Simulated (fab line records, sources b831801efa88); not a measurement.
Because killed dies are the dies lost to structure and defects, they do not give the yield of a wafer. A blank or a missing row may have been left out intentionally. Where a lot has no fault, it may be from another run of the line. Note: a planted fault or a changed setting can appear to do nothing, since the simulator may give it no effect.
What tool caused it? || flow sky130 || Sampling: 10 lots, 30 wafers, 6 of 708 route steps

## WHAT EACH GAUGE READ, for each wafer
SKY_VT_ADJUST_PCH_TW_MEAS_10. Usual: VT_ADJUST_PCH_TW typically reads 143.0, with standard deviation 1.6.
{"lot": "L701", "measured": "day 10 07:56", "on": "filmMetro-01", "VT_ADJUST_PCH_TW": "143.4 143.5 143.9", "flag": ""}
{"lot": "L702", "measured": "day 10 12:32", "on": "filmMetro-01", "VT_ADJUST_PCH_TW": "142.6 142.9 142.9", "flag": ""}
{"lot": "L703", "measured": "day 10 23:29", "on": "filmMetro-01", "VT_ADJUST_PCH_TW": "142.4 143.1 143.2", "flag": ""}
{"lot": "L704", "measured": "day 11 09:38", "on": "filmMetro-03", "VT_ADJUST_PCH_TW": "141.1 141.0 141.0", "flag": ""}
{"lot": "L705", "measured": "day 11 21:40", "on": "filmMetro-01", "VT_ADJUST_PCH_TW": "142.8 143.3 142.8", "flag": ""}
{"lot": "L712", "measured": "day 14 12:35", "on": "filmMetro-02", "VT_ADJUST_PCH_TW": "143.7 144.2 143.7", "flag": ""}
{"lot": "L714", "measured": "day 14 21:08", "on": "filmMetro-03", "VT_ADJUST_PCH_TW": "141.0 141.5 140.5", "flag": ""}
{"lot": "L713", "measured": "day 14 21:10", "on": "filmMetro-02", "VT_ADJUST_PCH_TW": "144.2 144.3 144.4", "flag": ""}
{"lot": "L723", "measured": "day 17 17:56", "on": "filmMetro-03", "VT_ADJUST_PCH_TW": "139.9 140.9 139.8", "flag": ""}
{"lot": "L724", "measured": "day 17 18:17", "on": "filmMetro-02", "VT_ADJUST_PCH_TW": "143.9 144.5 145.2", "flag": ""}

SKY_GATE_OXIDE_TW_MEAS_14. Usual: GATE_OXIDE_TW typically reads 224.9, with standard deviation 2.6.
{"lot": "L701", "measured": "day 13 19:20", "on": "filmMetro-03", "GATE_OXIDE_TW": "220.7 220.9 221.1", "flag": ""}
{"lot": "L702", "measured": "day 14 02:13", "on": "filmMetro-02", "GATE_OXIDE_TW": "226.5 227.2 226.2", "flag": ""}
{"lot": "L703", "measured": "day 14 13:37", "on": "filmMetro-03", "GATE_OXIDE_TW": "221.5 220.5 221.6", "flag": ""}
{"lot": "L704", "measured": "day 15 02:52", "on": "filmMetro-02", "GATE_OXIDE_TW": "226.5 226.3 226.3", "flag": ""}
{"lot": "L705", "measured": "day 15 12:47", "on": "filmMetro-03", "GATE_OXIDE_TW": "220.9 221.2 220.2", "flag": ""}
{"lot": "L712", "measured": "day 18 09:59", "on": "filmMetro-02", "GATE_OXIDE_TW": "228.3 228.2 226.6", "flag": ""}
{"lot": "L714", "measured": "day 18 18:49", "on": "filmMetro-04", "GATE_OXIDE_TW": "224.5 225.7 226.0", "flag": ""}
{"lot": "L713", "measured": "day 18 18:34", "on": "filmMetro-02", "GATE_OXIDE_TW": "228.6 227.6 228.2", "flag": ""}
{"lot": "L723", "measured": "day 22 00:01", "on": "filmMetro-02", "GATE_OXIDE_TW": "225.9 226.2 227.6", "flag": ""}
{"lot": "L724", "measured": "day 22 00:11", "on": "filmMetro-03", "GATE_OXIDE_TW": "220.4 220.0 219.9", "flag": ""}

SKY_POLY_GATE_THK_MEAS_04. Usual: POLY_GATE_CVD_03_THK typically reads 75.0 nm, with standard deviation 0.63.
{"lot": "L701", "measured": "day 15 04:44", "on": "filmMetro-02", "POLY_GATE_CVD_03_THK (nm)": "75.3 75.5 75.3", "flag": ""}
{"lot": "L702", "measured": "day 15 10:08", "on": "filmMetro-02", "POLY_GATE_CVD_03_THK (nm)": "75.4 75.5 74.9", "flag": ""}
{"lot": "L703", "measured": "day 16 02:50", "on": "filmMetro-03", "POLY_GATE_CVD_03_THK (nm)": "74.9 74.9 75.2", "flag": ""}
{"lot": "L704", "measured": "day 16 11:34", "on": "filmMetro-03", "POLY_GATE_CVD_03_THK (nm)": "74.2 74.8 74.2", "flag": ""}
{"lot": "L705", "measured": "day 16 22:14", "on": "filmMetro-03", "POLY_GATE_CVD_03_THK (nm)": "74.7 74.8 75.4", "flag": ""}
{"lot": "L712", "measured": "day 19 21:32", "on": "filmMetro-03", "POLY_GATE_CVD_03_THK (nm)": "75.7 75.5 74.8", "flag": ""}
{"lot": "L714", "measured": "day 20 07:43", "on": "filmMetro-03", "POLY_GATE_CVD_03_THK (nm)": "94.7 99.8 95.0", "flag": "OFF"}
{"lot": "L713", "measured": "day 20 07:43", "on": "filmMetro-01", "POLY_GATE_CVD_03_THK (nm)": "92.2 88.0 79.7", "flag": "OFF"}
{"lot": "L723", "measured": "day 23 10:55", "on": "filmMetro-03", "POLY_GATE_CVD_03_THK (nm)": "74.4 74.4 74.2", "flag": ""}
{"lot": "L724", "measured": "day 23 12:17", "on": "filmMetro-01", "POLY_GATE_CVD_03_THK (nm)": "75.1 74.7 75.0", "flag": ""}

SKY_POLY_GATE_CD_MEAS_22. Usual: cdNm at 150.8 nm, with a standard deviation of 1.9.
{"lot": "L701", "measured": "day 16 15:13", "on": "cdSem-01", "cdNm (nm)": "149.0 148.4 153.1", "flag": ""}
{"lot": "L702", "measured": "day 16 20:34", "on": "cdSem-01", "cdNm (nm)": "149.3 148.9 151.4", "flag": ""}
{"lot": "L703", "measured": "day 17 09:16", "on": "cdSem-01", "cdNm (nm)": "146.5 149.1 150.9", "flag": ""}
{"lot": "L704", "measured": "day 17 17:56", "on": "cdSem-02", "cdNm (nm)": "150.2 151.5 153.8", "flag": ""}
{"lot": "L705", "measured": "day 18 04:28", "on": "cdSem-01", "cdNm (nm)": "147.9 149.8 146.7", "flag": ""}
{"lot": "L712", "measured": "day 21 05:57", "on": "cdSem-01", "cdNm (nm)": "152.3 154.4 147.5", "flag": ""}
{"lot": "L714", "measured": "day 21 16:23", "on": "cdSem-01", "cdNm (nm)": "149.9 149.0 151.2", "flag": ""}
{"lot": "L713", "measured": "day 21 15:56", "on": "cdSem-01", "cdNm (nm)": "150.2 150.8 156.1", "flag": ""}
{"lot": "L723", "measured": "day 24 19:07", "on": "cdSem-02", "cdNm (nm)": "150.8 150.5 153.4", "flag": ""}
{"lot": "L724", "measured": "day 24 23:16", "on": "cdSem-01", "cdNm (nm)": "148.3 150.2 150.7", "flag": ""}

## WHAT TOOL EACH LOT RAN ON (gives the tool, then ch and the chambers of the sampled wafers, and finally the start)
{"lot": "L701", "SKY_POLY_GATE_CVD_03": "lpcvd-02 ch 1, day 15 03:22", "SKY_POLY_GATE_ETCH_16": "rieDiel-04 ch 0,1,2, day 16 08:13"}
{"lot": "L702", "SKY_POLY_GATE_CVD_03": "lpcvd-02 ch 1, day 15 08:46", "SKY_POLY_GATE_ETCH_16": "rieDiel-03 ch 0,2,3, day 16 14:16"}
{"lot": "L703", "SKY_POLY_GATE_CVD_03": "lpcvd-02 ch 1, day 16 01:28", "SKY_POLY_GATE_ETCH_16": "rieDiel-04 ch 1,2, day 17 05:50"}
{"lot": "L704", "SKY_POLY_GATE_CVD_03": "lpcvd-02 ch 1, day 16 10:12", "SKY_POLY_GATE_ETCH_16": "rieDiel-03 ch 0,2,3, day 17 15:37"}
{"lot": "L705", "SKY_POLY_GATE_CVD_03": "lpcvd-02 ch 0, day 16 20:52", "SKY_POLY_GATE_ETCH_16": "rieDiel-04 ch 0,1,2, day 18 02:50"}
{"lot": "L712", "SKY_POLY_GATE_CVD_03": "lpcvd-02 ch 0, day 19 20:09", "SKY_POLY_GATE_ETCH_16": "rieDiel-02 ch 0,3, day 21 04:17"}
{"lot": "L714", "SKY_POLY_GATE_CVD_03": "lpcvd-02 ch 1, day 20 06:22", "SKY_POLY_GATE_ETCH_16": "rieDiel-04 ch 0,2,3, day 21 14:47"}
{"lot": "L713", "SKY_POLY_GATE_CVD_03": "lpcvd-02 ch 1, day 20 06:22", "SKY_POLY_GATE_ETCH_16": "rieDiel-02 ch 0,1, day 21 14:19"}
{"lot": "L723", "SKY_POLY_GATE_CVD_03": "lpcvd-02 ch 1, day 23 09:33", "SKY_POLY_GATE_ETCH_16": "rieDiel-02 ch 1,2,3, day 24 16:50"}
{"lot": "L724", "SKY_POLY_GATE_CVD_03": "lpcvd-02 ch 0, day 23 10:55", "SKY_POLY_GATE_ETCH_16": "rieDiel-03 ch 1,2,3, day 24 18:34"}
- SKY_POLY_GATE_CVD_03: deposits Si3N4 from DCS/NH3, target thk 75 nm, time 1290 s.
- SKY_POLY_GATE_ETCH_16: etches Si3N4 in CH3F/O2, stops on poly-Si, time 147.5 s, target depth 75 nm.

## WHAT THE TOOLS THEMSELVES READ (means of the sampled wafers that have a number; where no wafer has one, the mark that the record gives instead)
SKY_POLY_GATE_CVD_03. Usual: for spikeTcCentreC, 771.8 C with a standard deviation of 1; for spikeTcLowerC, 769.1 C with a standard deviation of 1.8; for spikeTcUpperC, 770.0 C with a standard deviation of 1; for zonePowerBottomPct, 20.53 % with a standard deviation of 0.2; for zonePowerCentrePct, 13.12 % with a standard deviation of 0.18; for zonePowerLowerPct, 13.50 % with a standard deviation of 0.14; for zonePowerUpperPct, 11.8 % with a standard deviation of 0.88.
{"lot": "L701", "tool": "lpcvd-02", "spikeTcCentreC (C)": 773.0, "spikeTcLowerC (C)": 768.8, "spikeTcUpperC (C)": 770.5, "zonePowerBottomPct (%)": 20.42, "zonePowerCentrePct (%)": 13.27, "zonePowerLowerPct (%)": 13.53, "zonePowerUpperPct (%)": 11.3, "flag": ""}
{"lot": "L702", "tool": "lpcvd-02", "spikeTcCentreC (C)": 771.7, "spikeTcLowerC (C)": 768.7, "spikeTcUpperC (C)": 769.1, "zonePowerBottomPct (%)": 20.75, "zonePowerCentrePct (%)": 13.19, "zonePowerLowerPct (%)": 13.49, "zonePowerUpperPct (%)": 11.4, "flag": ""}
{"lot": "L703", "tool": "lpcvd-02", "spikeTcCentreC (C)": 771.5, "spikeTcLowerC (C)": 768.9, "spikeTcUpperC (C)": 770.0, "zonePowerBottomPct (%)": 20.63, "zonePowerCentrePct (%)": 13.20, "zonePowerLowerPct (%)": 13.58, "zonePowerUpperPct (%)": 11.4, "flag": ""}
{"lot": "L704", "tool": "lpcvd-02", "spikeTcCentreC (C)": 772.9, "spikeTcLowerC (C)": 768.8, "spikeTcUpperC (C)": 770.2, "zonePowerBottomPct (%)": 20.63, "zonePowerCentrePct (%)": 13.08, "zonePowerLowerPct (%)": 13.52, "zonePowerUpperPct (%)": 11.3, "flag": ""}
{"lot": "L705", "tool": "lpcvd-02", "spikeTcCentreC (C)": 773.2, "spikeTcLowerC (C)": 772.9, "spikeTcUpperC (C)": 771.1, "zonePowerBottomPct (%)": 20.39, "zonePowerCentrePct (%)": 12.69, "zonePowerLowerPct (%)": 13.42, "zonePowerUpperPct (%)": 13.7, "flag": ""}
{"lot": "L712", "tool": "lpcvd-02", "spikeTcCentreC (C)": 772.2, "spikeTcLowerC (C)": 772.4, "spikeTcUpperC (C)": 770.3, "zonePowerBottomPct (%)": 20.22, "zonePowerCentrePct (%)": 12.91, "zonePowerLowerPct (%)": 13.51, "zonePowerUpperPct (%)": 13.8, "flag": ""}
{"lot": "L714", "tool": "lpcvd-02", "spikeTcCentreC (C)": 804.6, "spikeTcLowerC (C)": 764.2, "spikeTcUpperC (C)": 766.4, "zonePowerBottomPct (%)": 20.85, "zonePowerCentrePct (%)": 21.71, "zonePowerLowerPct (%)": 8.91, "zonePowerUpperPct (%)": 7.5, "flag": "OFF"}
{"lot": "L713", "tool": "lpcvd-02", "spikeTcCentreC (C)": 804.4, "spikeTcLowerC (C)": 764.5, "spikeTcUpperC (C)": 765.0, "zonePowerBottomPct (%)": 20.87, "zonePowerCentrePct (%)": 21.55, "zonePowerLowerPct (%)": 8.96, "zonePowerUpperPct (%)": 7.5, "flag": "OFF"}
{"lot": "L723", "tool": "lpcvd-02", "spikeTcCentreC (C)": 771.6, "spikeTcLowerC (C)": 768.4, "spikeTcUpperC (C)": 770.0, "zonePowerBottomPct (%)": 20.50, "zonePowerCentrePct (%)": 13.04, "zonePowerLowerPct (%)": 13.41, "zonePowerUpperPct (%)": 11.4, "flag": ""}
{"lot": "L724", "tool": "lpcvd-02", "spikeTcCentreC (C)": 773.3, "spikeTcLowerC (C)": 773.3, "spikeTcUpperC (C)": 770.6, "zonePowerBottomPct (%)": 20.30, "zonePowerCentrePct (%)": 12.94, "zonePowerLowerPct (%)": 13.45, "zonePowerUpperPct (%)": 13.7, "flag": ""}

SKY_POLY_GATE_ETCH_16. Usual: drypumpMotorCurrentA 5.5 A, standard deviation 0.42; oesProductAu 0.640 a.u., standard deviation 0.0049; throttleValvePct 10.535 %, standard deviation 0.0095.
{"lot": "L701", "tool": "rieDiel-04", "drypumpMotorCurrentA (A)": 5.3, "oesProductAu (a.u.)": 0.645, "throttleValvePct (%)": 10.533, "flag": ""}
{"lot": "L702", "tool": "rieDiel-03", "drypumpMotorCurrentA (A)": 5.4, "oesProductAu (a.u.)": 0.636, "throttleValvePct (%)": 10.537, "flag": ""}
{"lot": "L703", "tool": "rieDiel-04", "drypumpMotorCurrentA (A)": 5.6, "oesProductAu (a.u.)": 0.638, "throttleValvePct (%)": 10.526, "flag": ""}
{"lot": "L704", "tool": "rieDiel-03", "drypumpMotorCurrentA (A)": 5.4, "oesProductAu (a.u.)": 0.635, "throttleValvePct (%)": 10.523, "flag": ""}
{"lot": "L705", "tool": "rieDiel-04", "drypumpMotorCurrentA (A)": 5.3, "oesProductAu (a.u.)": 0.642, "throttleValvePct (%)": 10.532, "flag": ""}
{"lot": "L712", "tool": "rieDiel-02", "drypumpMotorCurrentA (A)": 6.0, "oesProductAu (a.u.)": 0.642, "throttleValvePct (%)": 10.536, "flag": ""}
{"lot": "L714", "tool": "rieDiel-04", "drypumpMotorCurrentA (A)": 5.1, "oesProductAu (a.u.)": 0.714, "throttleValvePct (%)": 10.545, "flag": "OFF"}
{"lot": "L713", "tool": "rieDiel-02", "drypumpMotorCurrentA (A)": 5.6, "oesProductAu (a.u.)": 0.684, "throttleValvePct (%)": 10.547, "flag": "OFF"}
{"lot": "L723", "tool": "rieDiel-02", "drypumpMotorCurrentA (A)": 5.9, "oesProductAu (a.u.)": 0.637, "throttleValvePct (%)": 10.540, "flag": ""}
{"lot": "L724", "tool": "rieDiel-03", "drypumpMotorCurrentA (A)": 5.3, "oesProductAu (a.u.)": 0.642, "throttleValvePct (%)": 10.531, "flag": ""}

## THE ANSWER, worked out from the rows above alone
Rule: a lot counts as off when the mean over its wafers that have a number is more than 3 standard deviations away from the usual mean. Also off: a lot with no number at a reading for which 4 or more lots have one. The other lots that the step has rows for count as sound. First the gauges in route order, then the tools' own readings, where a lot's mean is used as printed above. The first step at which some lot is off is used, and at that step the reading that is off furthest; a lot without a number counts as furthest.
Off: L714, L713, seen at SKY_POLY_GATE_THK_MEAS_04 (POLY_GATE_CVD_03_THK).
A tool fits if, at a process step before that reading, it ran every lot that is off, and no sound lot after the first of them. The gauges at SKY_POLY_GATE_THK_MEAS_04 aren't tried: what is off there is off at SKY_POLY_GATE_CVD_03 too, on other tools, and a gauge's error can't cause that. None of those tried fits.

## WHAT THE SIMULATOR PUT IN
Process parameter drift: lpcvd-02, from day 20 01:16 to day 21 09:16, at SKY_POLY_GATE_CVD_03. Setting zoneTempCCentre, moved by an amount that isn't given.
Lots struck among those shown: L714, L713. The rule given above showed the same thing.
